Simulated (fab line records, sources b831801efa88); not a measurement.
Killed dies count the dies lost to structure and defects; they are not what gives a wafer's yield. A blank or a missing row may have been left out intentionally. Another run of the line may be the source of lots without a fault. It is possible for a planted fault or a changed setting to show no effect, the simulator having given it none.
Which tool is to blame?    flow gf180mcu    Sampling: 13 lots, 39 wafers, 2 of 602 route steps

WHAT EACH GAUGE READ, for each wafer
GF_V2_OVL_MEAS_15.
lot   measured      on          V2_OVL (nm)
L800  day 20 12:50  overlay-01  9 -1 5
L801  day 20 19:05  overlay-02  5 2 15
L803  day 21 10:23  overlay-02  -5 5 -2
L805  day 22 06:56  overlay-01  -11 -3 -3
L804  day 22 10:47  overlay-02  0 3 3
L807  day 23 03:07  overlay-02  7 0 -1
L815  day 26 00:54  overlay-02  2 -4 -4
L817  day 26 11:29  overlay-02  5 2 4
L818  day 26 19:16  overlay-01  -4 0 -2
L819  day 27 00:29  overlay-02  6 14 0
L820  day 27 11:48  overlay-01  -2 -3 -1
L821  day 27 12:05  overlay-02  -5 3 -3
L823  day 27 23:52  overlay-02  4 4 -6

TOOL THAT RAN EACH LOT (tool first, then ch and the chambers of the sampled wafers, then the start)
lot   GF_V2_CMP_04
L800  cmp-01 ch 0,1,3, day 19 12:14
L801  cmp-01 ch 1,2,3, day 19 18:19
L803  cmp-02 ch 1,3, day 20 09:58
L805  cmp-01 ch 0,1,3, day 21 07:15
L804  cmp-02 ch 0,1,3, day 21 10:38
L807  cmp-02 ch 1,3, day 22 03:43
L815  cmp-02 ch 0,3, day 25 03:02
L817  cmp-01 ch 0,3, day 25 14:26
L818  cmp-01 ch 0,1,2, day 25 21:43
L819  cmp-02 ch 0,1,2, day 26 03:19
L820  cmp-01 ch 0,1,3, day 26 14:49
L821  cmp-02 ch 0,2,3, day 26 15:05
L823  cmp-02 ch 0,1,2, day 27 03:25
- GF_V2_CMP_04: polishes SiO2.

AS READ BY THE TOOLS THEMSELVES (means over the sampled wafers that have a number; for cases with no such wafer, the mark the record gives instead)
GF_V2_CMP_04.
lot   tool    motorCurrentA (A)  slurryFilterDpKPa (kPa)  slurryFlowMlMin  timeToEndpointS (s)
L800  cmp-01  12.6               13.47                    150.2            97
L801  cmp-01  12.9               13.43                    149.7            82
L803  cmp-02  12.9               13.41                    150.2            79
L805  cmp-01  13.1               13.51                    150.2            87
L804  cmp-02  12.6               13.47                    150.1            73
L807  cmp-02  13.4               13.53                    149.8            72
L815  cmp-02  11.6               13.53                    149.8            78
L817  cmp-01  13.4               13.52                    149.9            79
L818  cmp-01  13.1               13.43                    149.3            68
L819  cmp-02  12.4               13.39                    149.6            76
L820  cmp-01  12.8               13.48                    149.7            79
L821  cmp-02  11.5               13.36                    149.6            82
L823  cmp-02  11.9               13.53                    149.8            85

THE ANSWER, worked out from the rows above alone
Rule: the lots themselves supply what counts as usual. Put in order of their means at a reading, lots are off if they are a third of the lots or fewer, leave a main group of 4 or more, and stand apart from it by a gap of 3 or more times the standard deviation of the main group's means; of several such gaps the widest counts. A main group is skipped when, at the precision printed for the reading in the tables above, its means are all equal. Also off: a lot with no number at a reading for which 4 or more lots have one. Where the step has rows for the other lots, those lots are counted as sound. After the gauges, taken in route order, come the tools' own readings; for these a lot's mean is taken, as printed above. At the first step where some lot is off, the reading lying furthest off is the one used; lots without a number count as furthest.
No lot is off at any reading shown: from this, nothing can be told.

WHAT HAD BEEN PUT IN BY THE SIMULATOR
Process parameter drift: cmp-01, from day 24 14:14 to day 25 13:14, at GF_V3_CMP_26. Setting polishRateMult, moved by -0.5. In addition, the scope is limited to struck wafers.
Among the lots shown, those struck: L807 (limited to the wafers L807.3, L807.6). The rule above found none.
